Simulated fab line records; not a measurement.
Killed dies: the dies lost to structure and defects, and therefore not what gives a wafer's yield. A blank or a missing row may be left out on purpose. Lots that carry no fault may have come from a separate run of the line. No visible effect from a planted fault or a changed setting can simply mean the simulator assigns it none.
Which tool is to blame? || flow sky130 || 11 lots, 33 wafers sampled, at 2 steps of a route of 708

WHAT THE GAUGES SHOWED, per wafer
SKY_VIA2_THK_MEAS_01. Usual: VIA2_HDPCVD_THK typically reads 1184 nm, with standard deviation 12.
{"lot": "L853", "measured": "day 35 01:23", "on": "filmMetro-01", "VIA2_HDPCVD_THK (nm)": "1171 1176 1190", "flag": ""}
{"lot": "L855", "measured": "day 35 11:25", "on": "filmMetro-04", "VIA2_HDPCVD_THK (nm)": "1184 1184 1202", "flag": ""}
{"lot": "L854", "measured": "day 35 19:26", "on": "filmMetro-02", "VIA2_HDPCVD_THK (nm)": "1200 1206 1184", "flag": ""}
{"lot": "L856", "measured": "day 36 00:59", "on": "filmMetro-04", "VIA2_HDPCVD_THK (nm)": "1165 1176 1181", "flag": ""}
{"lot": "L858", "measured": "day 36 15:49", "on": "filmMetro-02", "VIA2_HDPCVD_THK (nm)": "1182 1175 1190", "flag": ""}
{"lot": "L861", "measured": "day 37 09:20", "on": "filmMetro-02", "VIA2_HDPCVD_THK (nm)": "1194 1212 1207", "flag": ""}
{"lot": "L865", "measured": "day 41 01:31", "on": "filmMetro-02", "VIA2_HDPCVD_THK (nm)": "1203 957 1203", "flag": "OFF"}
{"lot": "L866", "measured": "day 41 03:36", "on": "filmMetro-01", "VIA2_HDPCVD_THK (nm)": "1181 951 1186", "flag": "OFF"}
{"lot": "L867", "measured": "day 41 05:48", "on": "filmMetro-04", "VIA2_HDPCVD_THK (nm)": "1166 1183 1181", "flag": ""}
{"lot": "L871", "measured": "day 41 06:27", "on": "filmMetro-02", "VIA2_HDPCVD_THK (nm)": "1170 1170 1170", "flag": ""}
{"lot": "L873", "measured": "day 41 08:11", "on": "filmMetro-01", "VIA2_HDPCVD_THK (nm)": "1173 1168 1163", "flag": ""}

TOOL THAT RAN EACH LOT (tool first, then ch and the chambers of the sampled wafers, then the start)
{"lot": "L853", "SKY_VIA2_HDPCVD_00": "hdpcvd-02 ch 0,2, day 35 01:15"}
{"lot": "L855", "SKY_VIA2_HDPCVD_00": "hdpcvd-01 ch 0,1,2, day 35 11:17"}
{"lot": "L854", "SKY_VIA2_HDPCVD_00": "hdpcvd-02 ch 0,1,2, day 35 19:19"}
{"lot": "L856", "SKY_VIA2_HDPCVD_00": "hdpcvd-01 ch 0,1,2, day 36 00:52"}
{"lot": "L858", "SKY_VIA2_HDPCVD_00": "hdpcvd-01 ch 0,1,2, day 36 15:41"}
{"lot": "L861", "SKY_VIA2_HDPCVD_00": "hdpcvd-02 ch 0,1,2, day 37 09:13"}
{"lot": "L865", "SKY_VIA2_HDPCVD_00": "hdpcvd-02 ch 0,1,2, day 41 01:23"}
{"lot": "L866", "SKY_VIA2_HDPCVD_00": "hdpcvd-02 ch 0,1,2, day 41 03:28"}
{"lot": "L867", "SKY_VIA2_HDPCVD_00": "hdpcvd-01 ch 0,1,2, day 41 05:40"}
{"lot": "L871", "SKY_VIA2_HDPCVD_00": "hdpcvd-01 ch 0,1, day 41 06:20"}
{"lot": "L873", "SKY_VIA2_HDPCVD_00": "hdpcvd-01 ch 0,1,2, day 41 08:04"}
- SKY_VIA2_HDPCVD_00: deposits SiO2, target thk 1180 nm, time 196.7 s.

WHAT THE TOOLS THEMSELVES READ (means of the sampled wafers that have a number; where no wafer has one, the mark that the record gives instead)
SKY_VIA2_HDPCVD_00. Usual: pressureMtorr 6.001 mTorr, standard deviation 0.012; sih4FlowSccm 60.02 sccm, standard deviation 0.17; susceptorTempC 400.01 C, standard deviation 0.24.
{"lot": "L853", "tool": "hdpcvd-02", "pressureMtorr (mTorr)": 6.004, "sih4FlowSccm (sccm)": 60.03, "susceptorTempC (C)": 400.06, "flag": ""}
{"lot": "L855", "tool": "hdpcvd-01", "pressureMtorr (mTorr)": 6.004, "sih4FlowSccm (sccm)": 59.97, "susceptorTempC (C)": 399.91, "flag": ""}
{"lot": "L854", "tool": "hdpcvd-02", "pressureMtorr (mTorr)": 5.994, "sih4FlowSccm (sccm)": 59.89, "susceptorTempC (C)": 400.29, "flag": ""}
{"lot": "L856", "tool": "hdpcvd-01", "pressureMtorr (mTorr)": 5.998, "sih4FlowSccm (sccm)": 60.05, "susceptorTempC (C)": 399.94, "flag": ""}
{"lot": "L858", "tool": "hdpcvd-01", "pressureMtorr (mTorr)": 5.993, "sih4FlowSccm (sccm)": 60.02, "susceptorTempC (C)": 400.03, "flag": ""}
{"lot": "L861", "tool": "hdpcvd-02", "pressureMtorr (mTorr)": 6.002, "sih4FlowSccm (sccm)": 60.00, "susceptorTempC (C)": 400.27, "flag": ""}
{"lot": "L865", "tool": "hdpcvd-02", "pressureMtorr (mTorr)": 5.996, "sih4FlowSccm (sccm)": 56.09, "susceptorTempC (C)": 400.09, "flag": "OFF"}
{"lot": "L866", "tool": "hdpcvd-02", "pressureMtorr (mTorr)": 5.989, "sih4FlowSccm (sccm)": 56.08, "susceptorTempC (C)": 400.02, "flag": "OFF"}
{"lot": "L867", "tool": "hdpcvd-01", "pressureMtorr (mTorr)": 6.002, "sih4FlowSccm (sccm)": 59.96, "susceptorTempC (C)": 399.93, "flag": ""}
{"lot": "L871", "tool": "hdpcvd-01", "pressureMtorr (mTorr)": 6.006, "sih4FlowSccm (sccm)": 60.12, "susceptorTempC (C)": 400.13, "flag": ""}
{"lot": "L873", "tool": "hdpcvd-01", "pressureMtorr (mTorr)": 6.004, "sih4FlowSccm (sccm)": 59.89, "susceptorTempC (C)": 400.17, "flag": ""}

THE ANSWER, worked out from the rows above alone
Rule: lot off if the mean of its wafers having a number is beyond 3 standard deviations from the usual mean. A lot without any number at a reading at which 4 lots or more have one is off too. The other lots that the step has rows for count as sound. The gauges are gone through in route order, then the tools' own readings, and for those a lot's mean is taken as printed above. At the first step where some lot is off, the reading lying furthest off is the one used; lots without a number count as furthest.
Off: at SKY_VIA2_THK_MEAS_01 (VIA2_HDPCVD_THK), L865, L866.
If a tool, at a process step before that reading, ran all the lots that are off and no sound lot after the first of them, it fits. The gauges at SKY_VIA2_THK_MEAS_01 aren't tried: what is off there is off at SKY_VIA2_HDPCVD_00 too, on other tools, and a gauge's error can't cause that. One fits: hdpcvd-02 at SKY_VIA2_HDPCVD_00. Its last sound lot is L861 (day 37 09:13), its first lot that is off L865 (day 41 01:23): a fault that began between those two fits.
The tool's own readings at SKY_VIA2_HDPCVD_00 bear it out: on the lots that are off they differ by more than 5 times the standard deviation of the sound lots' means. sih4FlowSccm reads 56.09 sccm there against 59.99 sccm on the sound lots.

WHAT THE SIMULATOR HAD INSERTED
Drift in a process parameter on hdpcvd-02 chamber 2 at SKY_VIA2_HDPCVD_00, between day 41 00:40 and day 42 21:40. Setting sih4FlowSccm shifted by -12 from 60. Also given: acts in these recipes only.
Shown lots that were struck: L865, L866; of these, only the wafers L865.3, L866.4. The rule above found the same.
